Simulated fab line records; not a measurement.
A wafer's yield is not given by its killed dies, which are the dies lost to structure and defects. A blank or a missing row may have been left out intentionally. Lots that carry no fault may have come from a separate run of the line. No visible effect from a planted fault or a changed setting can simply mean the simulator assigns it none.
Chamber matching	flow sky130	rie diel-01 running SKY_VIA1_ETCH_15: 4 sister chambers
The step etches SiO2 in C4F8/O2/Ar, stops on TiN, target depth 351 nm, time 54 s. 4 wafers are shown with their chamber, then 12 later ones without.

WAFERS, EACH WITH ITS CHAMBER
wafer	chamber	oes product au (a.u.)
L082.6	2	0.984
L085.2	1	0.991
L085.3	0	0.992
L085.5	3	0.988

WAFERS WITH NO CHAMBER GIVEN
wafer	oes product au (a.u.)
L089.1	0.977
L089.2	0.991
L089.3	0.977
L091.3	0.969
L091.4	0.980
L091.5	0.993
L092.2	0.983
L092.4	0.990
L092.6	0.974
L094.3	0.980
L094.4	0.991
L094.5	0.974

THE CHAMBER EACH PASSED THROUGH
wafer	from the rows above	in truth
L089.1	can't be placed: 2 or 3 or 1 or 0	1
L089.2	can't be placed: 1 or 0 or 3 or 2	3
L089.3	can't be placed: 2 or 3 or 1 or 0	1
L091.3	can't be placed: 2 or 3 or 1 or 0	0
L091.4	can't be placed: 2 or 3 or 1 or 0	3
L091.5	can't be placed: 0 or 1 or 3 or 2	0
L092.2	can't be placed: 2 or 3 or 1 or 0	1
L092.4	can't be placed: 1 or 0 or 3 or 2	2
L092.6	can't be placed: 2 or 3 or 1 or 0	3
L094.3	can't be placed: 2 or 3 or 1 or 0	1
L094.4	can't be placed: 1 or 0 or 3 or 2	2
L094.5	can't be placed: 2 or 3 or 1 or 0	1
Placed correctly: 0 of 12. Cannot be placed on the basis of these rows: 12; the candidates contain the true chamber in 12. Number placed wrongly: 0.
How it was worked out, from the rows above alone: a wafer's distance from a chamber is the root of the sum, over the readings, of the square of ((its reading less the chamber's mean) divided by the reading's scatter). The wafer belongs to the nearest chamber; if the next one is less than 2 further off, it can't be placed. Each chamber's mean is taken over the wafers shown for it. The scatter: with one shown wafer a chamber, the root of the mean of the squares of how far each hidden wafer lies from its nearest shown one.
